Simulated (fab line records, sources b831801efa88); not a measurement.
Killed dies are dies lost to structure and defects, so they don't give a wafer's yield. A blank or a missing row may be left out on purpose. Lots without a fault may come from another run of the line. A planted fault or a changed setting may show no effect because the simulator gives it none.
One fault seen from 2 desks | flow sky130 | each desk has only its own numbers; what lay behind them comes last

THE TOOL OWNER'S DESK: wet_bench-02
The tool's own readings at SKY_GATE_OXIDE_CLEAN_15 (cleans in SC1/SC2, time 150 s): means of the sampled wafers that have a number, for each lot that ran on this tool. A lot is out of limits, marked OUT, if its mean lies more than 4 standard deviations from the usual mean; the brackets give that distance.
Columns: A = run_length_s at SKY_GATE_OXIDE_CLEAN_15, usual 177 s
lot  | first seen here | A
L795 | day 17 13:30    | 177
L805 | day 21 12:48    | 104 (-24) OUT
L806 | day 22 04:45    | 96 (-27) OUT
This desk's finding: out of limits on L805, L806; first on L805, day 21 12:48 (run_length_s at SKY_GATE_OXIDE_CLEAN_15). In limits: L795.

THE METROLOGY DESK
What the gauges read, lot by lot, whatever tool the lot ran on: means of the sampled wafers that have a number. A lot is out of limits, marked OUT, if its mean lies more than 4 standard deviations from the usual mean; the brackets give that distance.
Columns: A = GATE_OXIDE_OVL at SKY_GATE_OXIDE_OVL_MEAS_10, usual -0.7 nm; B = GATE_OXIDE_TW at SKY_GATE_OXIDE_TW_MEAS_14, usual 223.2
lot  | first seen here | A    | B
L790 | day 15 14:28    | 0.4  | 224.5
L795 | day 17 13:04    | 1.4  | 224.6
L797 | day 18 00:19    | -2.9 | 223.1
L799 | day 18 21:49    | -2.0 | 222.8
L805 | day 21 12:22    | -1.8 | 224.6
L806 | day 22 04:18    | 1.3  | 225.7
This desk's finding: nothing out of limits on any of the 6 lots.

PUT TOGETHER
The tool owner's desk could have raised an alarm at day 21 12:48, on L805, L806.
The metrology desk saw nothing out of limits.
The metrology desk has L805, L806 on record, within its limits.
Of the lots named, all ran SKY_GATE_OXIDE_CLEAN_15 on wet_bench-02.

WHAT THE SIMULATOR HAD PUT IN
Process parameter drift: wet_bench-02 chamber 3, from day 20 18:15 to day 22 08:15, at SKY_GATE_OXIDE_CLEAN_15. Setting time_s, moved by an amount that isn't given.
Lots struck among those shown: L805, L806.
Hours from the fault's start to each desk's first reading out of limits: the tool owner's desk, 19.
